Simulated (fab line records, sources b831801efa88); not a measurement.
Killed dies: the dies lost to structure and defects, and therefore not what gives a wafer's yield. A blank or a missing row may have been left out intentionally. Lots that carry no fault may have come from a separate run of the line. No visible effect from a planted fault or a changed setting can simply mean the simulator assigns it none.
What tool caused it? -- flow sky130 -- 11 lots with 33 wafers sampled at 4 steps, on a route of 708 steps

WHAT THE GAUGES SHOWED, per wafer
SKY_LOCAL_INTERCONNECT_RS_MEAS_01: uses a four-point probe to measure.
lot,measured,on,LOCAL_INTERCONNECT_TIN_RS (ohm/sq)
L256,day 29 09:13,film-metro-02,14.20 14.17 14.13
L259,day 30 04:40,film-metro-03,14.12 14.20 14.21
L262,day 31 07:43,film-metro-04,14.19 14.23 14.24
L263,day 31 20:03,film-metro-04,14.35 14.35 14.35
L269,day 33 10:20,film-metro-03,14.20 14.08 14.06
L270,day 34 04:42,film-metro-04,- - -
L271,day 34 15:56,film-metro-04,- - -
L272,day 34 16:32,film-metro-03,- - -
L275,day 35 10:34,film-metro-02,14.19 14.02 14.07
L278,day 36 05:58,film-metro-03,14.17 14.20 14.23
L279,day 36 08:20,film-metro-03,14.13 14.02 13.95

EACH LOT AND THE TOOL THAT RAN IT (in order: tool; ch and the chambers of the sampled wafers; start)
lot,SKY_LI_CONTACT_STRIP_16,SKY_LI_CONTACT_SPUTTER_19,SKY_LOCAL_INTERCONNECT_SPUTTER_00
L256,"plasma-asher-03 ch 0,1, day 29 08:07","pvd-sputter-04, day 29 08:25","pvd-sputter-03, day 29 09:09"
L259,"plasma-asher-02 ch 0,1, day 30 03:34","pvd-sputter-01, day 30 03:52","pvd-sputter-03, day 30 04:36"
L262,"plasma-asher-02 ch 0,1, day 31 06:37","pvd-sputter-04, day 31 06:55","pvd-sputter-01, day 31 07:39"
L263,"plasma-asher-02 ch 0,1, day 31 18:56","pvd-sputter-01, day 31 19:14","pvd-sputter-03, day 31 19:58"
L269,"plasma-asher-02 ch 0,1, day 33 09:13","pvd-sputter-01, day 33 09:31","pvd-sputter-03, day 33 10:16"
L270,"plasma-asher-04 ch 0,1, day 34 03:25","pvd-sputter-02, day 34 03:43","pvd-sputter-01, day 34 04:38"
L271,"plasma-asher-03 ch 0,1, day 34 14:49","pvd-sputter-04, day 34 15:05","pvd-sputter-04, day 34 15:50"
L272,"plasma-asher-04 ch 0,1, day 34 15:25","pvd-sputter-01, day 34 15:42","pvd-sputter-03, day 34 16:26"
L275,"plasma-asher-03 ch 0,1, day 35 09:28","pvd-sputter-04, day 35 09:46","pvd-sputter-04, day 35 10:30"
L278,"plasma-asher-04 ch 0,1, day 36 04:50","pvd-sputter-01, day 36 05:08","pvd-sputter-04, day 36 05:53"
L279,"plasma-asher-02 ch 0,1, day 36 07:13","pvd-sputter-01, day 36 07:29","pvd-sputter-04, day 36 08:14"
- SKY_LI_CONTACT_STRIP_16: strips in O2/N2.
- SKY_LI_CONTACT_SPUTTER_19: material Ti, target thk 20 nm, time 106.37 s.
- SKY_LOCAL_INTERCONNECT_SPUTTER_00: material TiN, target thk 100 nm, time 83.3 s.

THE ANSWER, worked out from the rows above alone
Rule: the lots themselves supply what counts as usual. The widest of any qualifying gaps counts: lots, ordered by their means at a reading, are off when they make up no more than a third of the lots, leave a main group of 4 or more, and stand apart from it by 3 or more times the standard deviation of that group's means. A main group is skipped when, at the precision printed for the reading in the tables above, its means are all equal. Also off: a lot with no number at a reading for which 4 or more lots have one. Where the step has rows for the other lots, those lots are counted as sound.
Off: L270, L271, L272, at SKY_LOCAL_INTERCONNECT_RS_MEAS_01 (LOCAL_INTERCONNECT_TIN_RS). Without a number there: L270, L271, L272. The main group: mean 14.17 ohm/sq, standard deviation 0.089.
If a tool, at a process step before that reading, ran all the lots that are off and no sound lot after the first of them, it fits. Gauges at SKY_LOCAL_INTERCONNECT_RS_MEAS_01: tried the same way as those tools. Not one of the candidates tried fits.

WHAT THE SIMULATOR HAD INSERTED
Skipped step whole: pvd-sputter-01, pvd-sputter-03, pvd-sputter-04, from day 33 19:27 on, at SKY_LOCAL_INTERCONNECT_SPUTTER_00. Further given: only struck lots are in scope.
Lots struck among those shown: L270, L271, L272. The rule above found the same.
